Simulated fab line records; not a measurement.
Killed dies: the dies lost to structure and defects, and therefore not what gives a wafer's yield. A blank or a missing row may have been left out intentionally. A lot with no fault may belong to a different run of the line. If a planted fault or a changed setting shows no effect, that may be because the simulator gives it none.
fab line records	flow sky130
record: lots: 5	wafers: 15	last_day: 49
route steps=708 shown RES_PROTECT@212 POLY_GATE@213 PAD_OPEN@708
lots that met no fault: from a run of the same line without faults
start_h: hours from the record's opening day to when the first of the lot's shown wafers began	wait_h: hours since the lot's step before	" the same as in the row above	L1.1+2: a single row standing in for several wafers	- no value present, or no start provided	* or withheld: withheld	< > ~ a bound
route shown NAME@n: names a module that has steps shown in the file, with the first one's number in the route	usual: the fault-free wafers' mean and standard deviation	same: alike in all rows	chamber/n: place in a boat	sites: the reading at each site	_std_site: the values' standard deviation	_edge_site: outer sites' mean less inner sites'	radius_mm: for every site, how far away it sits from the centre of the wafer	mask NAME#n: copy n	behind: tool/chamber where the wafer was last shaped	hold: why the lot was held/for how many hours/how that ended	device: transistor that didn't switch, given as n, p or np	end of line: the same wafers' tests at the end of the route	for a step that has no rows: nothing shown but its recipe	killed: not the wafer's yield, but the dies lost to structure and defects at the first sort	map: per-die view of a wafer (x killed, . not killed, _ where there is no die)
set.NAME: setting as actually run; set.NAME@STEP: the setting as run at that earlier step	model.NAME: the simulator's own value behind a step, which no gauge read
certain route steps with their lots: each step a table, each wafer a row
services: a tool's chamber out of use, with start hour (start_h, from the record's first day; less than 0 if before it), hours out, and reason
== steps ==
step: SKY_RES_PROTECT_DEVELOP_06
recipe: resist: NOVOLAK	developer: TMAH	develop_time_s: 60	dev_temp_c: 23
step: SKY_POLY_GATE_IMPLANT_02
recipe: species: P	energy_kev: 30	dose_cm2: 7.628e+15	tilt_deg: 0
step: SKY_RES_PROTECT_STRIP_07
recipe: chemistry: O2/N2	power_w: 1400	pressure_mtorr: 1500	platen_temp_c: withheld	o2_flow_sccm: 3000	n2_flow_sccm: 300	overash_fraction: 0.5
usual: drypump_motor_current_A: 5.6/0.45	oes_product_au: 0.519/0.0044	strip_time_to_endpoint_s: 23.26/0.042
lot.wafer	tool	chamber	start_h	wait_h	drypump_motor_current_A	oes_product_au	rf_hours_counter_h	strip_time_to_endpoint_s
L548.4	plasma_asher-02	0	371.89	0.1	6.1	0.525	-	23.25
L548.5	"	0	"	"	6.1	0.524	-	23.23
L548.6	"	1	"	"	5.5	0.522	-	23.24
L551.1	plasma_asher-02	0	395.12	0.1	6.1	0.522	72	23.27
L551.2	"	1	"	"	5.5	0.523	72	23.25
L551.3	"	1	"	"	5.5	0.521	-	23.30
L557.1	plasma_asher-02	0	460.10	0.1	6.1	0.518	3	23.32
L557.3	"	0	"	"	6.1	0.518	-	23.27
L557.6	"	0	"	"	6.1	0.513	-	23.28
L562.2	plasma_asher-01	1	500.87	0.1	5.7	0.525	67	23.34
L562.3	"	1	"	"	5.7	0.511	-	23.31
L562.6	"	1	"	"	5.7	0.521	-	23.32
L564.2	plasma_asher-03	0	511.82	0.1	4.8	0.523	38	23.23
L564.3	"	0	"	"	4.8	0.517	-	23.27
L564.4	"	1	"	"	5.0	0.512	-	23.21
step: SKY_RES_PROTECT_TW_MEAS_08
usual: POLY_GATE_TW: 4025/23
lot.wafer	tool	chamber	start_h	wait_h	POLY_GATE_TW
L548.4	film_metro-02	-	371.99	0.1	4054
L548.5	"	-	"	"	4080
L548.6	"	-	"	"	4071
L551.1	film_metro-03	-	395.22	0.1	3992
L551.2	"	-	"	"	4013
L551.3	"	-	"	"	4041
L557.1	film_metro-03	-	460.20	0.1	4002
L557.3	"	-	"	"	4005
L557.6	"	-	"	"	3985
L562.2	film_metro-04	-	500.98	0.1	4002
L562.3	"	-	"	"	3987
L562.6	"	-	"	"	3997
L564.2	film_metro-03	-	511.93	0.1	4028
L564.3	"	-	"	"	4022
L564.4	"	-	"	"	4010
step: SKY_RES_PROTECT_CLEAN_09
recipe: chemistry: SC1/SC2	mix: 1:4:20	temp_c: 70	time_s: 150	dry: n2_spin
step: SKY_POLY_GATE_CVD_03
recipe: material: Si3N4	precursor: DCS/NH3	target_thk_nm: 75	temp_c: 770	time_s: 1290	pressure_mtorr: 250
step: SKY_POLY_GATE_THK_MEAS_04
recipe: reads: Si3N4_of_POLY_GATE_CVD_03
usual: POLY_GATE_CVD_03_THK: 75.3/0.62
lot.wafer	tool	chamber	start_h	wait_h	POLY_GATE_CVD_03_THK[nm]
L548.4	film_metro-01	-	375.17	0.0	74.8
L548.5	"	-	"	"	74.9
L548.6	"	-	"	"	74.8
L551.1	film_metro-03	-	397.41	0.0	75.8
L551.2	"	-	"	"	76.6
L551.3	"	-	"	"	76.1
L557.1	film_metro-03	-	461.68	0.0	75.8
L557.3	"	-	"	"	76.4
L557.6	"	-	"	"	75.1
L562.2	film_metro-02	-	502.45	0.0	75.8
L562.3	"	-	"	"	74.8
L562.6	"	-	"	"	75.5
L564.2	film_metro-01	-	515.25	0.0	74.6
L564.3	"	-	"	"	74.2
L564.4	"	-	"	"	74.3
step: SKY_POLY_GATE_DEHYDRATE_05
recipe: temp_c: 200	time_s: 60
step: SKY_POLY_GATE_HMDS_06
recipe: prime_time_s: 60	prime_temp_c: 120
step: SKY_POLY_GATE_COAT_07
recipe: resist: BARC	temp_c: withheld	time_s: withheld	spin_rpm: 3000	resist_thk_nm: 110
step: SKY_POLY_GATE_COAT_08
recipe: resist: KrF-thick	spin_rpm: 3000	resist_thk_nm: 450
step: SKY_POLY_GATE_SOFTBAKE_09
recipe: temp_c: 100	time_s: 90	resist: KrF-thick
step: SKY_POLY_GATE_EXPOSE_10
recipe: mask_id: P1M	na: 0.68	source_shape: conventional	sigma_outer: 0.6	target_cd_nm: 150	dose_mj: 28
usual: focus_offset_nm: 0.0/0.59	reticle_temp_C: 23.01/0.09
lot.wafer	tool	chamber	start_h	wait_h	mask	focus_offset_nm	reticle_temp_C
L548.4	krf_scanner-01	0	389.55	-	P1M_R1#0	0.3	22.93
L548.5	"	0	"	"	P1M_R1#0	-0.2	23.00
L548.6	"	0	"	"	P1M_R1#0	1.2	22.98
L551.1	krf_scanner-02	0	412.42	-	P1M#0	0.3	22.94
L551.2	"	0	"	"	P1M#0	0.0	23.14
L551.3	"	0	"	"	P1M#0	1.1	23.02
L557.1	krf_scanner-01	0	477.45	-	P1M#0	-0.1	22.88
L557.3	"	0	"	"	P1M#0	-0.1	23.06
L557.6	"	0	"	"	P1M#0	0.9	22.92
L562.2	krf_scanner-02	0	518.34	-	P1M#0	0.6	23.08
L562.3	"	0	"	"	P1M#0	0.1	23.14
L562.6	"	0	"	"	P1M#0	1.0	23.03
L564.2	krf_scanner-01	0	531.71	-	P1M#0	-0.3	23.10
L564.3	"	0	"	"	P1M#0	-0.9	23.12
L564.4	"	0	"	"	P1M#0	-0.8	22.92
step: SKY_POLY_GATE_PEB_11
recipe: peb_temp_c: withheld	peb_time_s: withheld	resist: KrF-thick
step: SKY_POLY_GATE_DEVELOP_12
recipe: develop_time_s: 60	resist: KrF-thick	dev_temp_c: 21
step: SKY_POLY_GATE_CD_MEAS_13
recipe: target_cd_nm: 150
usual: cd_nm: 150.1/1.1
lot.wafer	tool	chamber	start_h	wait_h	hold	cd_nm
L548.4	cd_sem-02	-	404.33	-	await_dispo/0.2h/release	161.7
L548.5	"	-	"	"	await_dispo/0.2h/release	163.0
L548.6	"	-	"	"	await_dispo/0.2h/release	162.9
L548.4	cd_sem-02	-	404.75	0.4	-	162.3
L548.5	"	-	"	"	-	163.2
L548.6	"	-	"	"	-	163.5
L551.1	cd_sem-02	-	427.33	-	-	150.6
L551.2	"	-	"	"	-	151.4
L551.3	"	-	"	"	-	150.9
L557.1	cd_sem-01	-	492.27	-	-	151.7
L557.3	"	-	"	"	-	150.9
L557.6	"	-	"	"	-	151.5
L562.2	cd_sem-01	-	532.99	-	-	147.8
L562.3	"	-	"	"	-	149.4
L562.6	"	-	"	"	-	149.4
L564.2	cd_sem-02	-	545.79	-	-	150.7
L564.3	"	-	"	"	-	149.8
L564.4	"	-	"	"	-	151.1
step: SKY_POLY_GATE_OVL_MEAS_14
usual: POLY_GATE_OVL: 2/5.3
lot.wafer	tool	chamber	start_h	wait_h	hold	POLY_GATE_OVL[nm]
L548.4	overlay-01	-	406.24	1.5	await_dispo/1.4h/release	-5
L548.5	"	-	"	"	await_dispo/1.4h/release	0
L548.6	"	-	"	"	await_dispo/1.4h/release	-3
L551.1	overlay-02	-	427.45	0.1	-	9
L551.2	"	-	"	"	-	1
L551.3	"	-	"	"	-	5
L557.1	overlay-01	-	492.39	0.1	-	0
L557.3	"	-	"	"	-	8
L557.6	"	-	"	"	-	-5
L562.2	overlay-01	-	533.10	0.1	-	3
L562.3	"	-	"	"	-	11
L562.6	"	-	"	"	-	-2
L564.2	overlay-01	-	545.90	0.1	-	5
L564.3	"	-	"	"	-	9
L564.4	"	-	"	"	-	6
step: SKY_POLY_GATE_ETCH_15
recipe: chemistry: N2/H2	target: BARC	ion_energy_ev: 200	source_w: 500	bias_w: 100	pressure_mtorr: 30	n2_flow_sccm: 100	h2_flow_sccm: 200	stop_on: SiO2	time_s: 118.5	target_depth_a: 1100
usual: drypump_motor_current_A: 5.78/0.29	oes_product_au: 0.715/0.0048	throttle_valve_pct: 13.213/0.008
same: time_s: 118.5
lot.wafer	tool	chamber	start_h	wait_h	drypump_motor_current_A	oes_product_au	rf_hours_counter_h	throttle_valve_pct	model.POLY_GATE.cd_nm
L548.4	rie_diel-03	0	406.26	0.0	5.84	0.714	93	13.207	162.9
L548.5	"	2	"	"	5.41	0.718	-	13.215	162.3
L548.6	"	1	"	"	6.01	0.712	-	13.210	161.4
L551.1	rie_diel-01	2	427.48	0.0	6.05	0.715	10	13.207	150.9
L551.2	"	3	"	"	5.98	0.716	12	13.221	151.9
L551.3	"	0	"	"	6.22	0.714	4	13.200	149.4
L557.1	rie_diel-03	0	492.43	0.0	5.88	0.716	0	13.230	151
L557.3	"	3	"	"	5.60	0.711	73	13.210	155.4
L557.6	"	0	"	"	5.86	0.721	-	13.216	150.9
L562.2	rie_diel-01	2	533.13	0.0	6.06	0.716	13	13.225	149.4
L562.3	"	0	"	"	6.20	0.720	6	13.209	148.5
L562.6	"	0	"	"	6.21	0.716	-	13.205	148.9
L564.2	rie_diel-03	0	545.93	0.0	5.84	0.730	1	13.215	149.8
L564.3	"	2	"	"	5.42	0.717	11	13.226	149.6
L564.4	"	3	"	"	5.61	0.712	74	13.208	156.1
step: SKY_POLY_GATE_ETCH_16
recipe: stop_on: poly-Si	chemistry: CH3F/O2	target: Si3N4	source_w: 400	bias_w: 80	pressure_mtorr: 25	ch3f_flow_sccm: 40	O2_flow_sccm: 30	time_s: 151.2	target_depth_a: 750
usual: drypump_motor_current_A: 5.77/0.29	oes_product_au: 0.639/0.0051	throttle_valve_pct: 10.536/0.01
same: time_s: 151.2
lot.wafer	tool	chamber	start_h	wait_h	drypump_motor_current_A	oes_product_au	rf_hours_counter_h	throttle_valve_pct
L548.4	rie_diel-03	0	406.34	0.0	5.87	0.646	93	10.556
L548.5	"	2	"	"	5.42	0.636	-	10.528
L548.6	"	1	"	"	5.99	0.641	-	10.531
L551.1	rie_diel-01	2	427.56	0.0	6.07	0.639	11	10.541
L551.2	"	3	"	"	5.96	0.644	12	10.549
L551.3	"	0	"	"	6.22	0.639	4	10.534
L557.1	rie_diel-03	0	492.51	0.0	5.83	0.636	0	10.523
L557.3	"	3	"	"	5.58	0.643	73	10.532
L557.6	"	0	"	"	5.85	0.641	-	10.541
L562.2	rie_diel-01	2	533.21	0.0	6.10	0.638	13	10.523
L562.3	"	0	"	"	6.26	0.639	6	10.542
L562.6	"	0	"	"	6.23	0.648	-	10.532
L564.2	rie_diel-03	0	546.01	0.0	5.86	0.643	1	10.542
L564.3	"	2	"	"	5.41	0.634	11	10.546
L564.4	"	3	"	"	5.61	0.639	74	10.539
step: SKY_POLY_GATE_ETCH_17
recipe: target_depth_nm: 180	stop_on: SiO2	over_etch_frac: 0.56667	chemistry: HBr/Cl2	target: poly-Si	icp_w: 400	bias_w: 100	pressure_mtorr: 10	HBr_flow_sccm: 150	Cl2_flow_sccm: 50	time_s: 70.5
usual: drypump_motor_current_A: 5.7/0.4	oes_product_au: 0.991/0.008	throttle_valve_pct: 33.685/0.0094
same: time_s: 70.5
lot.wafer	tool	chamber	start_h	wait_h	drypump_motor_current_A	oes_product_au	rf_hours_counter_h	throttle_valve_pct	model.POLY_GATE.cd_nm
L548.4	rie_si-02	3	406.44	0.0	5.6	1.001	2.7	33.703	163
L548.5	"	1	"	"	5.5	0.990	-	33.683	162.8
L548.6	"	0	"	"	5.2	0.998	-	33.664	161.4
L551.1	rie_si-02	3	427.66	0.0	5.7	0.999	2.9	33.687	150
L551.2	"	2	"	"	5.6	0.988	1.4	33.679	153.6
L551.3	"	1	"	"	5.6	0.975	4.2	33.702	150
L557.1	rie_si-02	0	492.61	0.0	5.2	0.995	4.6	33.680	151.7
L557.3	"	3	"	"	5.6	0.995	3.4	33.683	155.8
L557.6	"	1	"	"	5.5	0.990	-	33.679	152.2
L562.2	rie_si-01	0	533.31	0.0	5.6	0.984	0.4	33.676	149.5
L562.3	"	1	"	"	6.6	0.982	2.5	33.681	146.3
L562.6	"	3	"	"	5.3	0.987	-	33.683	149.5
L564.2	rie_si-01	3	546.11	0.0	5.4	0.996	1.9	33.675	151.3
L564.3	"	0	"	"	5.6	0.983	0.4	33.683	149.6
L564.4	"	2	"	"	6.1	0.983	3.0	33.693	156.4
step: SKY_POLY_GATE_STRIP_18
recipe: chemistry: O2/N2	power_w: 1400	pressure_mtorr: 1500	platen_temp_c: withheld	o2_flow_sccm: 3000	n2_flow_sccm: 300	overash_fraction: 0.5
usual: drypump_motor_current_A: 5.5/0.41	oes_product_au: 0.358/0.0044	strip_time_to_endpoint_s: 3.11/0.043
lot.wafer	tool	chamber	start_h	wait_h	drypump_motor_current_A	oes_product_au	rf_hours_counter_h	strip_time_to_endpoint_s
L548.4	plasma_asher-04	1	406.53	0.1	5.7	0.353	-	3.02
L548.5	"	1	"	"	5.7	0.348	-	3.02
L548.6	"	0	"	"	5.6	0.353	-	3.04
L551.1	plasma_asher-01	0	427.72	0.0	6.0	0.357	60	3.08
L551.2	"	1	"	"	5.7	0.358	60	3.07
L551.3	"	0	"	"	6.0	0.359	-	3.16
L557.1	plasma_asher-03	1	492.66	0.0	5.0	0.359	36	3.03
L557.3	"	0	"	"	4.8	0.361	-	3.14
L557.6	"	0	"	"	4.8	0.361	-	3.06
L562.2	plasma_asher-04	1	533.37	0.0	5.7	0.358	84	3.13
L562.3	"	0	"	"	5.6	0.355	-	3.16
L562.6	"	0	"	"	5.7	0.365	-	3.15
L564.2	plasma_asher-04	0	546.16	0.0	5.6	0.357	86	3.08
L564.3	"	1	"	"	5.7	0.360	-	3.09
L564.4	"	0	"	"	5.6	0.347	-	3.12
step: SKY_POLY_GATE_CLEAN_19
recipe: chemistry: SC1/SC2	mix: 1:4:20	temp_c: 70	time_s: 150	dry: n2_spin
step: SKY_POLY_GATE_OXIDATION_20
recipe: temp_c: 850	ambient: O2	stabilise_s: 600	purge_s: 300	target_thk_a: 40	ox_time_s: 899
usual: spike_tc_bottom_C: 871.3/0.98	spike_tc_lower_C: 850.0/1.6	zone_power_centre_pct: 16.8/0.49
lot.wafer	tool	chamber	start_h	wait_h	spike_tc_bottom_C	spike_tc_lower_C	zone_power_centre_pct	model.SiO2_of_POLY_GATE_OXIDATION_20.thk_nm
L548.4	furnace-02	0	407.30	0.5	872.1	849.6	16.5	3.94
L548.5	"	0	"	"	871.9	848.7	16.4	3.903
L548.6	"	0	"	"	871.0	848.4	16.4	3.932
L551.1	furnace-01	0	432.43	4.5	871.5	851.0	17.0	3.933
L551.2	"	0	"	"	872.8	851.8	17.2	3.986
L551.3	"	0	"	"	868.9	852.2	17.3	3.904
L557.1	furnace-02	0	492.82	0.0	870.7	847.7	16.5	4.094
L557.3	"	0	"	"	872.0	847.8	16.1	4.063
L557.6	"	0	"	"	873.6	847.4	16.4	4.109
L562.2	furnace-02	0	535.30	1.8	871.3	848.9	16.6	4.012
L562.3	"	0	"	"	871.6	848.5	16.5	4.208
L562.6	"	0	"	"	872.0	848.1	16.4	4.087
L564.2	furnace-01	0	546.31	0.0	871.8	851.7	17.5	3.917
L564.3	"	0	"	"	872.6	852.7	16.9	3.864
L564.4	"	0	"	"	871.8	851.4	17.1	3.898
step: SKY_POLY_GATE_THK_MEAS_21
recipe: reads: SiO2_of_POLY_GATE_OXIDATION_20
usual: POLY_GATE_OXIDATION_THK: 4.02/0.083
lot.wafer	tool	chamber	start_h	wait_h	POLY_GATE_OXIDATION_THK[nm]
L548.4	film_metro-02	-	408.68	0.1	3.94
L548.5	"	-	"	"	3.93
L548.6	"	-	"	"	3.93
L551.1	film_metro-01	-	433.68	0.0	3.99
L551.2	"	-	"	"	3.98
L551.3	"	-	"	"	3.87
L557.1	film_metro-01	-	494.07	0.0	4.07
L557.3	"	-	"	"	3.97
L557.6	"	-	"	"	4.10
L562.2	film_metro-01	-	536.56	0.0	4.05
L562.3	"	-	"	"	4.21
L562.6	"	-	"	"	4.10
L564.2	film_metro-01	-	547.57	0.0	3.89
L564.3	"	-	"	"	3.86
L564.4	"	-	"	"	3.92
step: SKY_PAD_OPEN_PROBE_99
usual: killed_at_M0_to_M3: 43/7.1	killed_at_M4_up: 3.0/1.9	killed_at_contacts: 24/5	killed_at_front_end: 15/4.3	killed_at_other: 0.3/0.5	killed_dies: 85/9.6	killed_on_rim: 17/4.3	killed_open: 46/7.1	killed_short: 39/6.8
same: gross_dies: 492	killed_at_back_side: 0
lot.wafer	tool	chamber	start_h	wait_h	killed_at_M0_to_M3	killed_at_M4_up	killed_at_contacts	killed_at_front_end	killed_at_other	killed_dies	killed_on_rim	killed_open	killed_short	model.etest.pfet_01v8.r_on_ohm_um	model.etest.res_poly.line_ohm_um	model.etest.nfet_01v8.r_on_ohm_um	model.etest.nfet_g5v0d10v5.r_on_ohm_um	model.etest.sonos_uncharged.r_on_ohm_um	model.etest.res_high_po.line_ohm_um	model.etest.nfet_01v8_lvt.drive_ua_um	model.etest.nfet_01v8_turned.drive_ua_um
L548.4	prober-01	-	1096.43	0.2	45	5	21	15	0	86	20	45	41	3082	456.4	895.6	1896	834.9	718	539.6	469.6
L548.5	prober-01	-	1096.48	0.2	39	2	23	11	0	75	13	40	35	3063	448.6	913	1921	828.8	697.4	524.3	467.2
L548.6	prober-01	-	1096.53	0.2	38	4	23	11	2	78	15	43	34	3060	453.7	909.2	1896	827.5	708.2	533.9	471
L551.1	prober-02	-	1119.45	0.1	43	2	27	19	0	91	14	51	40	2850	517.7	814.2	1849	797.1	752	591.8	512.4
L551.2	prober-02	-	1119.50	0.1	52	5	31	19	0	107	19	52	55	2896	501	823	1844	810.3	756.4	588	517.9
L551.3	prober-02	-	1119.55	0.2	40	3	17	10	0	70	12	38	32	2818	509.6	809.8	1842	791.7	742.1	590.8	523.7
L557.1	prober-01	-	1152.93	0.1	44	3	28	22	1	98	18	50	48	2891	516	825.7	1885	827.9	769.1	587.6	520.7
L557.3	prober-01	-	1153.03	0.2	38	2	16	11	0	67	16	38	29	2959	501.9	848.9	1865	831.1	743.1	573.1	504
L557.6	prober-01	-	1153.18	0.2	43	3	25	16	0	87	17	46	41	2880	508	836.6	1869	832.9	757.5	574.4	511.5
L562.2	prober-02	-	1173.90	0.1	43	4	20	15	1	83	17	37	46	2828	514.6	812.1	1862	804.3	738.7	591.8	519.4
L562.3	prober-02	-	1173.95	0.2	50	4	26	13	0	93	18	43	50	2799	536.5	805.1	1827	796.2	749.6	586.3	516
L562.6	prober-02	-	1174.10	0.2	39	5	31	14	0	89	15	48	41	2885	528.3	807.8	1870	803.9	735.3	592.1	520.5
L564.2	prober-02	-	1185.53	0.1	39	2	17	18	0	76	13	48	28	2992	508.1	846.1	1898	803.1	751.6	572	502.8
L564.3	prober-02	-	1185.58	0.2	43	8	23	7	0	81	17	39	42	3022	526.8	839.5	1880	803.5	754	570.9	497.3
L564.4	prober-02	-	1185.63	0.2	32	4	23	15	0	74	19	40	34	3077	494.5	838.8	1920	832.4	743.3	580.9	505.7
killed by level:class
L548.4 CONTACT:geometric_particle:open=11 VIA3:geometric_particle:open=10 VIA1:geometric_particle:open=7 FIELD_ISO:geometric_particle:short=6 METAL2:geometric_particle:short=6 METAL1:geometric_particle:short=5 VIA2:geometric_particle:open=5 LI_CONTACT:geometric_particle:open=4
L548.5 LI_CONTACT:geometric_particle:open=9 METAL1:geometric_particle:short=8 CONTACT:geometric_particle:open=7 VIA1:geometric_particle:short=5 LOCAL_INTERCONNECT:geometric_particle:short=4 VIA1:geometric_particle:open=4 METAL2:geometric_particle:open=4 METAL2:geometric_particle:short=4
L548.6 LI_CONTACT:geometric_particle:open=10 VIA2:geometric_particle:open=6 CONTACT:geometric_particle:open=6 VIA1:geometric_particle:open=6 METAL1:geometric_particle:short=5 VIA3:geometric_particle:open=5 CONTACT:geometric_particle:short=4 VIA1:geometric_particle:short=4
L551.1 VIA1:geometric_particle:open=12 CONTACT:geometric_particle:open=9 CONTACT:geometric_particle:short=7 METAL2:geometric_particle:short=6 VIA2:geometric_particle:short=6 VIA3:geometric_particle:open=6 POLY_GATE:geometric_particle:open=5 LI_CONTACT:geometric_particle:open=5
L551.2 VIA1:geometric_particle:open=13 VIA3:geometric_particle:open=12 LOCAL_INTERCONNECT:geometric_particle:short=10 LI_CONTACT:geometric_particle:open=8 VIA1:geometric_particle:short=7 FIELD_ISO:geometric_particle:short=6 POLY_GATE:geometric_particle:short=6 METAL1:geometric_particle:short=6
L551.3 VIA1:geometric_particle:open=13 CONTACT:geometric_particle:open=7 METAL2:geometric_particle:short=7 FIELD_ISO:geometric_particle:short=5 LI_CONTACT:geometric_particle:open=5 CONTACT:geometric_particle:short=4 METAL1:geometric_particle:short=3 VIA2:geometric_particle:short=3
L557.1 CONTACT:geometric_particle:open=12 FIELD_ISO:geometric_particle:short=8 VIA2:geometric_particle:open=7 VIA1:geometric_particle:open=7 LI_CONTACT:geometric_particle:open=7 VIA1:geometric_particle:short=7 VIA3:geometric_particle:short=7 CONTACT:geometric_particle:short=5
L557.3 VIA1:geometric_particle:open=8 LI_CONTACT:geometric_particle:open=5 CONTACT:geometric_particle:open=5 VIA1:geometric_particle:short=5 METAL2:geometric_particle:short=5 VIA2:geometric_particle:open=5 VIA3:geometric_particle:open=5 FIELD_ISO:geometric_particle:open=4
L557.6 VIA3:geometric_particle:open=10 VIA1:geometric_particle:open=9 CONTACT:geometric_particle:open=7 LI_CONTACT:geometric_particle:open=7 CONTACT:geometric_particle:short=7 VIA1:geometric_particle:short=7 FIELD_ISO:geometric_particle:short=5 METAL1:geometric_particle:short=5
L562.2 CONTACT:geometric_particle:open=10 METAL2:geometric_particle:short=7 VIA1:geometric_particle:short=6 VIA3:geometric_particle:short=5 METAL1:geometric_particle:short=5 VIA3:geometric_particle:open=5 VIA1:geometric_particle:open=4 LI_CONTACT:geometric_particle:open=4
L562.3 VIA3:geometric_particle:open=9 LOCAL_INTERCONNECT:geometric_particle:short=7 VIA1:geometric_particle:open=7 CONTACT:geometric_particle:open=6 VIA1:geometric_particle:short=6 METAL2:geometric_particle:short=5 VIA2:geometric_particle:open=5 METAL1:geometric_particle:short=5
L562.6 LI_CONTACT:geometric_particle:open=12 VIA1:geometric_particle:open=11 CONTACT:geometric_particle:open=8 VIA1:geometric_particle:short=8 CONTACT:geometric_particle:short=5 FIELD_ISO:geometric_particle:short=4 METAL3:geometric_particle:short=4 VIA3:geometric_particle:open=4
L564.2 VIA1:geometric_particle:open=12 CONTACT:geometric_particle:open=9 METAL1:geometric_particle:short=7 VIA3:geometric_particle:open=6 FIELD_ISO:geometric_particle:short=4 POLY_GATE:geometric_particle:open=4 POLY_GATE:geometric_particle:short=4 LI_CONTACT:geometric_particle:open=4
L564.3 VIA2:geometric_particle:open=9 VIA1:geometric_particle:open=7 METAL2:geometric_particle:short=6 METAL4:geometric_particle:short=6 LI_CONTACT:geometric_particle:open=5 CONTACT:geometric_particle:short=5 CONTACT:geometric_particle:open=5 VIA2:geometric_particle:short=5
L564.4 CONTACT:geometric_particle:open=8 VIA1:geometric_particle:open=8 FIELD_ISO:geometric_particle:short=6 CONTACT:geometric_particle:short=6 VIA3:geometric_particle:open=6 LI_CONTACT:geometric_particle:open=5 VIA1:geometric_particle:short=5 FIELD_ISO:geometric_particle:open=4
== services ==
tool	chamber	start_h	hours	kind
krf_scanner-02	-	348.01	0.8	pm
rie_diel-03	0	364.80	7.5	repair
plasma_asher-03	-	367.90	11.1	repair
krf_scanner-02	-	368.18	1.3	pm
rie_diel-01	3	374.34	7.1	repair
rie_si-01	0	385.25	1.4	repair
rie_si-02	0	409.84	2.5	repair
krf_scanner-01	-	412.90	0.8	pm
furnace-02	-	414.31	24.8	pm
plasma_asher-02	-	421.33	9.0	pm
furnace-02	-	439.09	3.0	pm
krf_scanner-01	-	439.18	1.3	pm
rie_si-02	2	443.44	4.9	repair
furnace-02	-	451.07	3.6	pm
krf_scanner-01	-	454.06	3.6	pm
rie_si-02	1	466.11	3.5	repair
rie_diel-03	0	467.12	6.4	repair
plasma_asher-02	-	470.03	14.6	pm
rie_si-02	0	474.44	3.8	repair
rie_diel-01	0	474.56	3.8	repair
krf_scanner-01	-	484.35	4.0	pm
krf_scanner-01	-	515.91	1.0	pm
rie_diel-03	-	536.04	0.6	repair
rie_diel-01	2	541.35	130.5	repair
== key ==
first_sign: step: SKY_POLY_GATE_EXPOSE_10	reading: mask	direction: changed
effect: step: SKY_POLY_GATE_CD_MEAS_13	reading: visit	direction: added
effect: step: SKY_POLY_GATE_CD_MEAS_13	reading: cd_nm	direction: up	sigmas: 11	usual: 150.1	struck: 162.6
model_effect: step: SKY_POLY_GATE_ETCH_15	value: POLY_GATE.cd_nm	without: 151.2	struck: 162.2
model_effect: step: SKY_POLY_GATE_ETCH_17	value: POLY_GATE.cd_nm	without: 151.4	struck: 162.4
model_effect: step: SKY_POLY_GATE_OXIDATION_20	value: SiO2_of_POLY_GATE_OXIDATION_20.thk_nm	without: 4.05	struck: 3.925
model_effect: step: SKY_PAD_OPEN_PROBE_99	value: etest.pfet_01v8.r_on_ohm_um	without: 2912	struck: 3068
met_at SKY_POLY_GATE_EXPOSE_10
struck_wafers L548.4,L548.5,L548.6
tester_left_out L548
fault: kind: wrong_mask	tool: any	chamber: -	onset_h: 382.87	steps: SKY_POLY_GATE_EXPOSE_10	aux_copy: P1M_R1#0	cd_offset_nm: 11	scope: struck_lots_only
tester_left_out: of these lots the tester's yield and bins aren't shown, on N5 and GAA mostly nor the transistor test; their killed dies are dies lost to structure and defects alone, not to doping, threshold or leakage, so they don't give the yield
